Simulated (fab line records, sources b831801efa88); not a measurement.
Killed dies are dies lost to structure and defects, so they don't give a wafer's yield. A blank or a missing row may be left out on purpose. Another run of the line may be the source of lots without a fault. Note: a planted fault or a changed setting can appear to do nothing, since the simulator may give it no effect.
Which tool was responsible? | flow gf180mcu | Sampling: 24 lots, 72 wafers, 4 of 602 route steps

## WHAT THE GAUGES SHOWED, per wafer
GF_CONTACT_RS_MEAS_25: uses a four-point probe to measure.
lot  | measured     | on            | CONTACT_W_RS (ohm/sq)
L074 | day 16 02:31 | film-metro-04 | 0.385 0.381 0.376
L075 | day 16 08:27 | film-metro-03 | 0.379 0.385 0.377
L076 | day 16 19:00 | film-metro-03 | 0.385 0.376 0.390
L077 | day 17 03:29 | film-metro-03 | 0.390 0.386 0.387
L078 | day 17 14:21 | film-metro-03 | 0.377 0.380 0.387
L079 | day 17 22:20 | film-metro-01 | 0.388 0.392 0.388
L080 | day 18 09:43 | film-metro-01 | 0.380 0.385 0.389
L081 | day 18 19:55 | film-metro-04 | 0.378 0.379 0.384
L082 | day 19 05:27 | film-metro-01 | 0.386 0.387 0.389
L083 | day 19 17:15 | film-metro-03 | 0.391 0.389 0.386
L084 | day 19 21:17 | film-metro-04 | 0.384 0.381 0.389
L085 | day 20 14:02 | film-metro-04 | 0.389 0.389 0.386
L086 | day 20 23:55 | film-metro-04 | 0.390 0.385 0.392
L087 | day 21 05:26 | film-metro-03 | 0.391 0.390 0.386
L088 | day 21 09:52 | film-metro-01 | 0.382 0.384 0.392
L089 | day 21 19:48 | film-metro-03 | 0.377 0.381 0.381
L090 | day 22 03:45 | film-metro-01 | 0.387 0.380 0.383
L091 | day 22 10:56 | film-metro-01 | 0.384 0.386 0.376
L092 | day 22 18:46 | film-metro-01 | 0.386 0.387 0.385
L093 | day 23 04:09 | film-metro-03 | 0.386 0.391 0.386
L094 | day 23 12:58 | film-metro-03 | 0.383 0.386 0.386
L095 | day 23 19:13 | film-metro-03 | 0.387 0.393 0.388
L096 | day 24 02:11 | film-metro-04 | 0.376 0.385 0.378
L097 | day 24 11:55 | film-metro-04 | 0.390 0.380 0.376

GF_CONTACT_THK_MEAS_26: measures by xrf.
lot  | measured     | on            | CONTACT_W_THK (nm)
L074 | day 16 02:38 | film-metro-04 | 304 307 311
L075 | day 16 08:34 | film-metro-03 | 315 308 315
L076 | day 16 19:07 | film-metro-03 | 308 312 305
L077 | day 17 03:35 | film-metro-03 | 301 307 305
L078 | day 17 14:26 | film-metro-03 | 315 311 304
L079 | day 17 22:26 | film-metro-01 | 304 299 304
L080 | day 18 09:50 | film-metro-01 | 306 302 301
L081 | day 18 20:02 | film-metro-04 | 311 308 306
L082 | day 19 05:34 | film-metro-01 | 307 307 307
L083 | day 19 17:22 | film-metro-03 | 305 307 310
L084 | day 19 21:24 | film-metro-04 | 304 309 301
L085 | day 20 14:09 | film-metro-04 | 303 302 304
L086 | day 21 00:01 | film-metro-04 | 299 303 298
L087 | day 21 05:33 | film-metro-03 | 299 300 301
L088 | day 21 09:59 | film-metro-01 | 307 306 302
L089 | day 21 19:55 | film-metro-03 | 309 307 309
L090 | day 22 03:52 | film-metro-01 | 306 311 307
L091 | day 22 11:04 | film-metro-01 | 308 307 315
L092 | day 22 18:52 | film-metro-01 | 305 305 308
L093 | day 23 04:16 | film-metro-03 | 306 304 307
L094 | day 23 13:05 | film-metro-03 | 308 308 304
L095 | day 23 19:20 | film-metro-03 | 304 303 307
L096 | day 24 02:18 | film-metro-04 | 312 304 310
L097 | day 24 12:02 | film-metro-04 | 300 308 310

GF_M1_OVL_MEAS_15.
lot  | measured     | on         | M1_OVL (nm)
L074 | day 17 01:31 | overlay-01 | 4 7 0
L075 | day 17 08:11 | overlay-02 | 7 13 9
L076 | day 17 19:31 | overlay-02 | 3 13 2
L077 | day 18 03:17 | overlay-01 | 6 14 9
L078 | day 18 14:37 | overlay-01 | 0 5 2
L079 | day 18 22:30 | overlay-01 | 2 -3 1
L080 | day 19 10:49 | overlay-02 | -1 15 3
L081 | day 19 21:26 | overlay-02 | 5 11 7
L082 | day 20 06:53 | overlay-01 | 14 2 16
L083 | day 20 18:08 | overlay-02 | 1 9 9
L084 | day 20 22:23 | overlay-01 | 0 8 -1
L085 | day 21 14:18 | overlay-01 | 9 9 7
L086 | day 22 00:01 | overlay-01 | 3 3 -2
L087 | day 22 05:32 | overlay-02 | 9 7 7
L088 | day 22 10:09 | overlay-01 | -1 -1 -3
L089 | day 22 19:56 | overlay-02 | 8 10 -7
L090 | day 23 04:11 | overlay-01 | 6 11 8
L091 | day 23 11:09 | overlay-02 | -2 -2 7
L092 | day 23 18:26 | overlay-02 | 0 -6 5
L093 | day 24 03:19 | overlay-01 | 1 13 11
L094 | day 24 11:35 | overlay-01 | 2 -1 10
L095 | day 24 18:31 | overlay-01 | 4 16 6
L096 | day 25 01:20 | overlay-01 | 9 2 4
L097 | day 25 10:40 | overlay-02 | 12 6 16

## EACH LOT AND THE TOOL THAT RAN IT (in order: tool; ch and the chambers of the sampled wafers; start)
lot  | GF_CONTACT_CMP_27
L074 | cmp-02 ch 0,1, day 16 02:41
L075 | cmp-01 ch 0,1,2, day 16 08:40
L076 | cmp-02 ch 0,2,3, day 16 19:16
L077 | cmp-01 ch 0,1, day 17 03:38
L078 | cmp-02 ch 2,3, day 17 14:28
L079 | cmp-01 ch 2,3, day 17 22:28
L080 | cmp-02 ch 0,1,3, day 18 09:59
L081 | cmp-01 ch 0,1, day 18 20:09
L082 | cmp-01 ch 0,2,3, day 19 05:44
L083 | cmp-01 ch 0,2,3, day 19 17:29
L084 | cmp-01 ch 0,1,2, day 19 21:31
L085 | cmp-02 ch 1,2,3, day 20 14:13
L086 | cmp-02 ch 0,2, day 21 00:04
L087 | cmp-01 ch 0,1,3, day 21 05:39
L088 | cmp-01 ch 0,1,3, day 21 10:09
L089 | cmp-01 ch 1,2,3, day 21 19:59
L090 | cmp-02 ch 0,1,2, day 22 04:02
L091 | cmp-01 ch 0,2,3, day 22 11:10
L092 | cmp-01 ch 0,1,3, day 22 19:03
L093 | cmp-01 ch 0,1,2, day 23 04:26
L094 | cmp-02 ch 1,2, day 23 13:08
L095 | cmp-01 ch 0,3, day 23 19:23
L096 | cmp-01 ch 0,2,3, day 24 02:30
L097 | cmp-01 ch 0,1,3, day 24 12:11
- GF_CONTACT_CMP_27: polishes, stops on SiO2, t overpolish 15 s, target thk 0 nm.

## AS READ BY THE TOOLS THEMSELVES (means over the sampled wafers that have a number; for cases with no such wafer, the mark the record gives instead)
GF_CONTACT_CMP_27.
lot  | tool   | head-pressure-psi (psi) | motor-current-A (A) | overpolish-run-s (s) | time-to-endpoint-s (s)
L074 | cmp-02 | 3.495                   | 12.6                | 14.999               | 72
L075 | cmp-01 | 3.502                   | 11.8                | 14.994               | 70
L076 | cmp-02 | 3.503                   | 10.7                | 15.001               | 79
L077 | cmp-01 | 3.500                   | 12.0                | 14.998               | 70
L078 | cmp-02 | 3.500                   | 9.4                 | 14.993               | 74
L079 | cmp-01 | 3.501                   | 11.7                | 15.004               | 69
L080 | cmp-02 | 3.497                   | 11.6                | 15.015               | 71
L081 | cmp-01 | 3.504                   | 11.0                | 15.000               | 70
L082 | cmp-01 | 3.500                   | 11.2                | 14.991               | 72
L083 | cmp-01 | 3.501                   | 10.9                | 14.998               | 71
L084 | cmp-01 | 3.500                   | 11.8                | 15.005               | 68
L085 | cmp-02 | 3.495                   | 10.2                | 15.006               | 75
L086 | cmp-02 | 3.499                   | 11.2                | 15.005               | 77
L087 | cmp-01 | 3.504                   | 11.6                | 14.993               | 69
L088 | cmp-01 | 3.504                   | 11.2                | 15.000               | 73
L089 | cmp-01 | 3.494                   | 11.9                | 15.000               | 73
L090 | cmp-02 | 3.502                   | 11.9                | 14.992               | 70
L091 | cmp-01 | 3.501                   | 11.3                | 15.001               | 71
L092 | cmp-01 | 3.495                   | 11.4                | 15.000               | 73
L093 | cmp-01 | 3.495                   | 11.2                | 14.995               | 73
L094 | cmp-02 | 3.506                   | 11.5                | 15.004               | 69
L095 | cmp-01 | 3.499                   | 10.3                | 15.007               | 71
L096 | cmp-01 | 3.505                   | 11.6                | 14.991               | 72
L097 | cmp-01 | 3.500                   | 11.3                | 15.002               | 72

## THE ANSWER, worked out from the rows above alone
Rule: what is usual is taken from the lots themselves. The widest of any qualifying gaps counts: lots, ordered by their means at a reading, are off when they make up no more than a third of the lots, leave a main group of 4 or more, and stand apart from it by 3 or more times the standard deviation of that group's means. A main group whose means are all the same, to the digits that the tables above print for the reading, isn't used. A lot without any number at a reading at which 4 lots or more have one is off too. Where the step has rows for the other lots, those lots are counted as sound. First the gauges in route order, then the tools' own readings, where a lot's mean is used as printed above. The first step at which some lot is off is used, and at that step the reading that is off furthest; a lot without a number counts as furthest.
Nothing can be told from this: no lot is off at any reading shown.

## WHAT THE SIMULATOR HAD PUT IN
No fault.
